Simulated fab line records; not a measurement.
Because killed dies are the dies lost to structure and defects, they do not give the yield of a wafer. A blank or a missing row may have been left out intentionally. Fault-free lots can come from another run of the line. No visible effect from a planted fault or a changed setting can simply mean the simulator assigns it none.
One fault seen from 2 desks | flow sky130 | what lay behind the numbers comes last; until then each desk has only its own

THE METROLOGY DESK
Lot by lot, what the gauges showed, no matter which tool ran the lot: averages of those sampled wafers that carry a number. The brackets show how far a lot's mean lies from the usual mean; more than 4 standard deviations puts the lot out of limits, marked OUT.
Columns: A = SPACER_CVD_00_THK at SKY_SPACER_THK_MEAS_01, usual 43.0 nm; B = cd-nm at SKY_POLY_CUT_CD_MEAS_08, usual 269.9 nm; C = SD_N_OVL at SKY_SD_N_OVL_MEAS_08, usual -0.4 nm
lot  | first seen here | A    | B     | C
L714 | day 22 23:20    | 43.1 | 272.5 | -0.9
L715 | day 23 01:40    | 43.4 | 269.2 | 0.4
L716 | day 23 20:59    | 43.8 | 270.4 | -2.3
L719 | day 25 03:11    | 42.7 | 270.8 | 0.0
L720 | day 25 12:50    | 42.7 | 271.6 | -1.0
L721 | day 26 04:07    | 42.5 | 270.6 | 0.7
L722 | day 26 04:07    | 42.8 | 269.2 | -0.6
L723 | day 26 14:22    | 42.6 | 271.4 | -1.5
L724 | day 26 20:53    | 42.8 | 269.0 | -1.5
L727 | day 28 00:28    | 42.6 | 268.5 | 1.8
L728 | day 28 15:09    | 43.2 | 268.6 | -3.3
L729 | day 29 01:05    | 43.2 | 270.1 | -1.7
L732 | day 29 14:19    | 42.7 | 271.4 | -0.4
L735 | day 30 06:59    | 43.2 | 267.6 | 0.8
This desk's verdict: no lot among the 14 shows anything out of limits.

AT THE TOOL OWNER'S DESK: litho-track-01
The tool's own readings at SKY_SD_N_SOFTBAKE_03 (time 60 s): means of the sampled wafers that have a number, for each lot that ran on this tool. The brackets show how far a lot's mean lies from the usual mean; more than 4 standard deviations puts the lot out of limits, marked OUT.
Columns: A = heater-power-total-W at SKY_SD_N_SOFTBAKE_03, usual 56.59 W; B = plate-temp-C at SKY_SD_N_SOFTBAKE_03, usual 89.98 C
lot  | first seen here | A               | B
L716 | day 28 03:00    | 56.64           | 90.04
L722 | day 30 08:42    | 56.60           | 90.02
L727 | day 32 03:39    | 56.59           | 89.96
L729 | day 33 00:54    | 57.69 (+27) OUT | 91.23 (+11) OUT
L732 | day 33 14:34    | 57.65 (+26) OUT | 91.19 (+11) OUT
This desk's finding: out of limits on L729, L732; first on L729, day 33 00:54 (heater-power-total-W at SKY_SD_N_SOFTBAKE_03). In limits: L716, L722, L727.

ALL TOGETHER
At day 33 00:54, on L729, L732, the tool owner's desk was in a position to raise an alarm.
Metrology desk: nothing out of limits seen.
The metrology desk has L729, L732 on record, within its limits.
SKY_SD_N_SOFTBAKE_03 was run on litho-track-01 by each of the lots named.

WHAT HAD BEEN PUT IN BY THE SIMULATOR
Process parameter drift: litho-track-01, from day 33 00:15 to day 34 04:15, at SKY_SD_N_SOFTBAKE_03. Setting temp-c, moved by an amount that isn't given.
Shown lots that were struck: L729, L732.
Each desk's first reading out of limits, in hours after the fault started: the tool owner's desk, 1.
